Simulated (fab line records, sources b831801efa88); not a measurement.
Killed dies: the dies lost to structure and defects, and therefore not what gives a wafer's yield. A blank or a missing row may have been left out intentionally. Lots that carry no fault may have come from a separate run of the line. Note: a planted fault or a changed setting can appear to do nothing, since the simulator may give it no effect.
Matching of chambers -- flow sky130 -- rie_diel-01 running SKY_LI_CONTACT_ETCH_15: 4 sister chambers
The step etches PSG in C4F8/O2/Ar, stops on Si, target depth 600 nm. 24 wafers are shown with their chamber, then 12 later ones without.

== EACH WAFER AND ITS CHAMBER ==
wafer,chamber,oes_product_au (a.u.)
L075.2,3,0.831
L075.4,3,0.826
L075.6,0,0.835
L076.2,3,0.840
L076.3,0,0.837
L076.5,0,0.844
L078.1,0,0.840
L078.4,1,0.843
L078.6,1,0.836
L082.1,3,0.835
L082.2,2,0.830
L082.4,1,0.831
L086.1,0,0.835
L086.2,3,0.832
L086.3,1,0.834
L088.3,2,0.841
L088.4,0,0.835
L088.6,3,0.833
L089.1,0,0.834
L089.4,2,0.848
L089.5,1,0.843
L090.2,1,0.834
L090.3,0,0.844
L090.4,2,0.832

SIGNATURES, as means of the wafers listed above
reading,chamber 0,chamber 1,chamber 2,chamber 3,scatter within a chamber
oes_product_au,0.83800,0.83683,0.83775,0.83283,0.0053
Rule: a wafer lies at a distance from a chamber equal to the root of the sum of squares, over the readings, of (its reading less the chamber's mean, divided by the reading's scatter). The wafer belongs to the nearest chamber; if the next one is less than 2 further off, it can't be placed. The scatter: the root of (the sum of the squares of (reading less its chamber's mean) over the shown wafers, divided by (wafers less chambers)).

== WAFERS WITH NO CHAMBER GIVEN ==
wafer,oes_product_au (a.u.)
L093.1,0.849
L093.2,0.839
L093.4,0.823
L095.3,0.831
L095.4,0.837
L095.5,0.836
L096.1,0.837
L096.4,0.825
L096.6,0.830
L097.2,0.830
L097.5,0.834
L097.6,0.835

== CHAMBER TAKEN BY EACH ==
wafer,from the rows above,in truth
L093.1,can't be placed: 0 or 2 or 1 or 3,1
L093.2,can't be placed: 0 or 2 or 1 or 3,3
L093.4,can't be placed: 3 or 1 or 2 or 0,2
L095.3,can't be placed: 3 or 1 or 2 or 0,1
L095.4,can't be placed: 1 or 2 or 0 or 3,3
L095.5,can't be placed: 1 or 2 or 0 or 3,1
L096.1,can't be placed: 1 or 2 or 0 or 3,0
L096.4,can't be placed: 3 or 1 or 2 or 0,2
L096.6,can't be placed: 3 or 1 or 2 or 0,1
L097.2,can't be placed: 3 or 1 or 2 or 0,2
L097.5,can't be placed: 3 or 1 or 2 or 0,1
L097.6,can't be placed: 1 or 3 or 2 or 0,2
Placed correctly: 0 of 12. Can't be placed from these rows: 12 (the true chamber is among the candidates in 12). Placed wrongly: 0.
